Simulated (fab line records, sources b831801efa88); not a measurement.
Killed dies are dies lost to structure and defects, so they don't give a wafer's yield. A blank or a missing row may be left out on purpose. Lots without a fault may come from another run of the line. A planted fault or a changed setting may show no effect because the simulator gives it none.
Problem report in the 8D (eight disciplines) form, filled by code | flow gf180mcu | the parts of the form that need people (team, actions taken, sign-off) are left out

1. THE PROBLEM
cathode_dc_power_W at GF_V1_SPUTTER_22 reads a mean of 4272.9 W on 6 wafers of 2 lots; wafers without a fault read 3999.9 W with a standard deviation of 0.72. That is +99 or more standard deviations from the usual mean.
The step: material TiN, target thk 10 nm, time 40 s.
First seen on wafer L671.3, day 22 14:39, on pvd_sputter-03. The record holds 18 wafers of 6 lots with a number at this step. Rule for "out", or "out of limits": more than 4 standard deviations from the usual mean. The other wafers with a number count as sound.

2. WHAT IT IS AND WHAT IT IS NOT
question                    | is                     | is not
which readings at this step | cathode_dc_power_W     | throttle_valve_pct
which lots                  | L671, L672             | L662, L679, L681, L682
which wafers of those lots  | all that have a number | -
read on which tools         | pvd_sputter-03         | pvd_sputter-01, pvd_sputter-04
when                        | from day 22 14:39      | up to then (3 sound wafers); but 9 sound wafers of L679, L681, L682 came after

3. SUSPECTS, AND WHAT RULES EACH OUT
Counting: a tool at a process step up to the reading stays a suspect if it ran every lot that is out and no sound lot after the first of them.
- pvd_sputter-03 at GF_V1_SPUTTER_21 (material Ti, target thk 15 nm, time 80.02 s): ruled out as a lasting fault. Sound lots L682 ran on it after its first lot that is out, L671 (day 22 14:35).
- pvd_sputter-03 at GF_V1_SPUTTER_22 (material TiN, target thk 10 nm, time 40 s): ruled out as a lasting fault. Sound lots L682 ran on it after its first lot that is out, L671 (day 22 14:39).
Left after counting: nothing in the record.

4. THE CAUSE (what the simulator had put in)
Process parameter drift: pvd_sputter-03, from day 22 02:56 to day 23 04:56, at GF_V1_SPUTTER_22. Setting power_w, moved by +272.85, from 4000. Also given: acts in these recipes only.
Counting ruled it out, wrongly.

5. THE CHAIN OF EFFECTS, in route order
Each row: a reading whose mean over the struck wafers that have a number lies more than 3 standard deviations from the usual. Only readings for which the record gives a usual standard deviation are gone through. hours: the time from each lot's start at the first step in this table that gives one to its start at this step, as a median over the lots. sigmas: the change in usual standard deviations.
hours | step             | reading            | usual    | on struck wafers | change | sigmas
0     | GF_V1_SPUTTER_22 | cathode_dc_power_W | 3999.9 W | 4272.9           | +273.0 | +99 or more
The process steps in it:
- GF_V1_SPUTTER_22: material TiN, target thk 10 nm, time 40 s.

6. WHAT WOULD HAVE CAUGHT IT SOONER
In this record the first reading out of limits was taken at day 22 14:39, 12 hours after the fault began at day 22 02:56.
